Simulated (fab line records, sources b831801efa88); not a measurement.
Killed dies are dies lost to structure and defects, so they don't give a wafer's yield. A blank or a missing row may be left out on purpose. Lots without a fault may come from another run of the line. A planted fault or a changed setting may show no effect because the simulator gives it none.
Which tool did it? | flow gf180mcu | 14 lots, 42 wafers sampled, at 3 steps of a route of 602

WHAT THE GAUGES READ, wafer by wafer
GF_HV_LDD_OVL_MEAS_20.
lot  | measured     | on         | HV_LDD_01_OVL (nm)
L300 | day 10 15:02 | overlay-02 | -1.7 -3.1 -0.9
L301 | day 11 01:08 | overlay-01 | -1.1 -0.6 -0.3
L302 | day 11 11:02 | overlay-01 | 2.6 -0.3 0.2
L303 | day 11 14:01 | overlay-01 | 0.5 0.4 -1.2
L304 | day 12 00:50 | overlay-01 | 1.8 -0.4 -1.4
L305 | day 12 07:43 | overlay-02 | 0.2 -1.1 2.0
L306 | day 12 18:46 | overlay-01 | -0.2 2.8 1.7
L308 | day 13 05:22 | overlay-02 | 1.2 -0.5 -0.8
L310 | day 13 19:43 | overlay-02 | 1.3 -0.9 0.6
L311 | day 14 04:55 | overlay-02 | -0.5 -1.4 -0.2
L312 | day 14 15:43 | overlay-01 | 0.1 0.8 2.0
L317 | day 16 05:34 | overlay-01 | -0.1 -2.6 -0.8
L318 | day 16 10:19 | overlay-01 | 3.4 1.9 2.9
L322 | day 17 16:55 | overlay-02 | -1.0 3.1 2.0

GF_CONTACT_THK_MEAS_26: measures by xrf.
lot  | measured     | on            | CONTACT_W_THK (nm)
L300 | day 15 21:52 | film_metro-01 | 285 279 286
L301 | day 16 10:12 | film_metro-01 | 286 281 286
L302 | day 16 22:58 | film_metro-03 | 291 280 291
L303 | day 17 00:14 | film_metro-01 | 279 284 279
L304 | day 17 15:06 | film_metro-01 | 284 284 278
L305 | day 17 23:20 | film_metro-01 | 286 281 282
L306 | day 18 12:02 | film_metro-02 | 289 288 285
L308 | day 18 23:32 | film_metro-01 | 279 290 290
L310 | day 19 20:54 | film_metro-03 | 296 287 293
L311 | day 20 03:59 | film_metro-03 | 288 285 290
L312 | day 20 17:41 | film_metro-03 | 283 280 294
L317 | day 22 11:34 | film_metro-01 | 286 279 283
L318 | day 22 14:05 | film_metro-02 | 290 293 291
L322 | day 23 23:42 | film_metro-02 | 289 294 294

WHICH TOOL RAN EACH LOT (tool, then ch and the chambers of the sampled wafers, then the start)
lot  | GF_NSD_IMPLANT_10
L300 | implanter-04 ch 0, day 13 03:55
L301 | implanter-03 ch 0, day 13 15:28
L302 | implanter-02 ch 0, day 14 03:02
L303 | implanter-04 ch 0, day 14 05:07
L304 | implanter-03 ch 0, day 14 16:56
L305 | implanter-04 ch 0, day 15 01:39
L306 | implanter-03 ch 0, day 15 13:13
L308 | implanter-02 ch 0, day 16 00:25
L310 | implanter-04 ch 0, day 16 18:48
L311 | implanter-03 ch 0, day 17 01:34
L312 | implanter-03 ch 0, day 17 14:15
L317 | implanter-02 ch 0, day 19 09:03
L318 | implanter-02 ch 0, day 19 12:22
L322 | implanter-04 ch 0, day 20 22:35
- GF_NSD_IMPLANT_10

WHAT THE TOOLS THEMSELVES READ (means of the sampled wafers that have a number; where no wafer has one, the mark that the record gives instead)
GF_NSD_IMPLANT_10.
lot  | tool         | tilt_deg (degrees)
L300 | implanter-04 | 6.981
L301 | implanter-03 | 6.991
L302 | implanter-02 | 7.003
L303 | implanter-04 | 7.003
L304 | implanter-03 | 6.983
L305 | implanter-04 | 6.992
L306 | implanter-03 | 6.994
L308 | implanter-02 | 6.971
L310 | implanter-04 | 6.990
L311 | implanter-03 | 6.978
L312 | implanter-03 | 6.989
L317 | implanter-02 | 4.951
L318 | implanter-02 | 4.954
L322 | implanter-04 | 7.034

THE ANSWER, worked out from the rows above alone
Rule: what is usual is taken from the lots themselves. Put in order of their means at a reading, lots are off if they are a third of the lots or fewer, leave a main group of 4 or more, and stand apart from it by a gap of 3 or more times the standard deviation of the main group's means; of several such gaps the widest counts. A main group whose means are all the same, to the digits that the tables above print for the reading, isn't used. A lot without any number at a reading at which 4 lots or more have one is off too. The other lots that the step has rows for count as sound. The gauges are gone through in route order, then the tools' own readings, and for those a lot's mean is taken as printed above. The first step at which some lot is off is used, and at that step the reading that is off furthest; a lot without a number counts as furthest.
Off: L317, L318, at GF_NSD_IMPLANT_10 (tilt_deg). The main group: mean 6.992 degrees, standard deviation 0.015.
A tool fits if, at that step or a process step before it, it ran every lot that is off, and no sound lot after the first of them. One fits: implanter-02 at GF_NSD_IMPLANT_10. Its last sound lot is L308 (day 16 00:25), its first lot that is off L317 (day 19 09:03): a fault that began between those two fits.
The tool's own readings at GF_NSD_IMPLANT_10 bear it out: on the lots that are off they differ by more than 5 times the standard deviation of the sound lots' means. tilt_deg reads 4.952 degrees there against 6.992 degrees on the sound lots.

WHAT THE SIMULATOR HAD PUT IN
Process parameter drift: implanter-02, from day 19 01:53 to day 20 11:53, at GF_NSD_IMPLANT_10. Setting tilt_deg, moved by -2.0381, from 7. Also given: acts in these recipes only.
Lots struck among those shown: L317, L318. The rule above found the same.
